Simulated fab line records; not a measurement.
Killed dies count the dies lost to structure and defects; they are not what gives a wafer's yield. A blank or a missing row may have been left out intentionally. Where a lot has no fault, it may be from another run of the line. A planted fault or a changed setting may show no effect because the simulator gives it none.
Matching of chambers || flow gf180mcu || cmp-01 running GF_CONTACT_CMP_27: 4 sister chambers
The step polishes, stops on SiO2, t overpolish 15 s, target thk 0 nm. 16 wafers are shown with their chamber, then 8 later ones without.

== WAFERS PAIRED WITH THEIR CHAMBERS ==
{"wafer": "L594.3", "chamber": 1, "motor current A (A)": 10.0, "time to endpoint s (s)": 77, "slurry filter dp kPa (kPa)": 13.47}
{"wafer": "L594.4", "chamber": 0, "motor current A (A)": 11.8, "time to endpoint s (s)": 71, "slurry filter dp kPa (kPa)": 13.48}
{"wafer": "L594.5", "chamber": 2, "motor current A (A)": 11.1, "time to endpoint s (s)": 76, "slurry filter dp kPa (kPa)": 13.38}
{"wafer": "L595.2", "chamber": 1, "motor current A (A)": 9.5, "time to endpoint s (s)": 82, "slurry filter dp kPa (kPa)": 13.23}
{"wafer": "L595.3", "chamber": 0, "motor current A (A)": 12.1, "time to endpoint s (s)": 76, "slurry filter dp kPa (kPa)": 13.41}
{"wafer": "L595.6", "chamber": 3, "motor current A (A)": 10.5, "time to endpoint s (s)": 76, "slurry filter dp kPa (kPa)": 13.63}
{"wafer": "L598.4", "chamber": 3, "motor current A (A)": 10.4, "time to endpoint s (s)": 70, "slurry filter dp kPa (kPa)": 13.34}
{"wafer": "L599.1", "chamber": 0, "motor current A (A)": 12.1, "time to endpoint s (s)": 68, "slurry filter dp kPa (kPa)": 13.62}
{"wafer": "L599.6", "chamber": 1, "motor current A (A)": 9.1, "time to endpoint s (s)": 73, "slurry filter dp kPa (kPa)": 13.46}
{"wafer": "L609.1", "chamber": 1, "motor current A (A)": 10.5, "time to endpoint s (s)": 76, "slurry filter dp kPa (kPa)": 13.44}
{"wafer": "L609.2", "chamber": 0, "motor current A (A)": 11.2, "time to endpoint s (s)": 71, "slurry filter dp kPa (kPa)": 13.36}
{"wafer": "L609.4", "chamber": 3, "motor current A (A)": 10.8, "time to endpoint s (s)": 71, "slurry filter dp kPa (kPa)": 13.75}
{"wafer": "L610.2", "chamber": 1, "motor current A (A)": 10.3, "time to endpoint s (s)": 73, "slurry filter dp kPa (kPa)": 13.44}
{"wafer": "L610.3", "chamber": 0, "motor current A (A)": 11.5, "time to endpoint s (s)": 73, "slurry filter dp kPa (kPa)": 13.53}
{"wafer": "L610.5", "chamber": 1, "motor current A (A)": 9.9, "time to endpoint s (s)": 72, "slurry filter dp kPa (kPa)": 13.54}
{"wafer": "L611.2", "chamber": 2, "motor current A (A)": 11.4, "time to endpoint s (s)": 70, "slurry filter dp kPa (kPa)": 13.60}

SIGNATURES, as means of the wafers listed above
{"reading": "motor current A", "chamber 0": 11.740, "chamber 1": 9.883, "chamber 2": 11.250, "chamber 3": 10.567, "scatter within a chamber": 0.416}
{"reading": "time to endpoint s", "chamber 0": 71.80, "chamber 1": 75.50, "chamber 2": 73.00, "chamber 3": 72.33, "scatter within a chamber": 3.45}
{"reading": "slurry filter dp kPa", "chamber 0": 13.4800, "chamber 1": 13.4300, "chamber 2": 13.4900, "chamber 3": 13.5733, "scatter within a chamber": 0.132}
Rule: a wafer lies at a distance from a chamber equal to the root of the sum of squares, over the readings, of (its reading less the chamber's mean, divided by the reading's scatter). If the next closest chamber is less than 2 further off than the closest, the wafer can't be placed; otherwise it belongs to the closest. The scatter is the square root of a quotient: the sum, over the shown wafers, of each reading's squared deviation from its chamber's mean, divided by wafers minus chambers.

== WAFERS WITH NO CHAMBER GIVEN ==
{"wafer": "L611.5", "motor current A (A)": 11.6, "time to endpoint s (s)": 73, "slurry filter dp kPa (kPa)": 13.56}
{"wafer": "L611.6", "motor current A (A)": 10.9, "time to endpoint s (s)": 70, "slurry filter dp kPa (kPa)": 13.69}
{"wafer": "L613.1", "motor current A (A)": 11.0, "time to endpoint s (s)": 74, "slurry filter dp kPa (kPa)": 13.68}
{"wafer": "L613.2", "motor current A (A)": 10.9, "time to endpoint s (s)": 74, "slurry filter dp kPa (kPa)": 13.51}
{"wafer": "L613.3", "motor current A (A)": 12.5, "time to endpoint s (s)": 74, "slurry filter dp kPa (kPa)": 13.42}
{"wafer": "L614.1", "motor current A (A)": 11.2, "time to endpoint s (s)": 68, "slurry filter dp kPa (kPa)": 13.93}
{"wafer": "L614.2", "motor current A (A)": 12.2, "time to endpoint s (s)": 69, "slurry filter dp kPa (kPa)": 13.47}
{"wafer": "L614.3", "motor current A (A)": 9.6, "time to endpoint s (s)": 70, "slurry filter dp kPa (kPa)": 13.58}

== EACH ONE'S CHAMBER ==
{"wafer": "L611.5", "from the rows above": "can't be placed: 0 or 2 or 3", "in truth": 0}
{"wafer": "L611.6", "from the rows above": "can't be placed: 3 or 2 or 0", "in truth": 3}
{"wafer": "L613.1", "from the rows above": "can't be placed: 3 or 2 or 0 or 1", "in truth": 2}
{"wafer": "L613.2", "from the rows above": "can't be placed: 2 or 3 or 0 or 1", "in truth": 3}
{"wafer": "L613.3", "from the rows above": "can't be placed: 0 or 2", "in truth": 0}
{"wafer": "L614.1", "from the rows above": "can't be placed: 3 or 2 or 0", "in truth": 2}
{"wafer": "L614.2", "from the rows above": "can't be placed: 0 or 2", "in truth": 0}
{"wafer": "L614.3", "from the rows above": "can't be placed: 1 or 3", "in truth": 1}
Correct placement for 0 of the 8. From these rows, 8 cannot be placed; in 8 the true chamber is one of the candidates. Wrongly placed: 0.
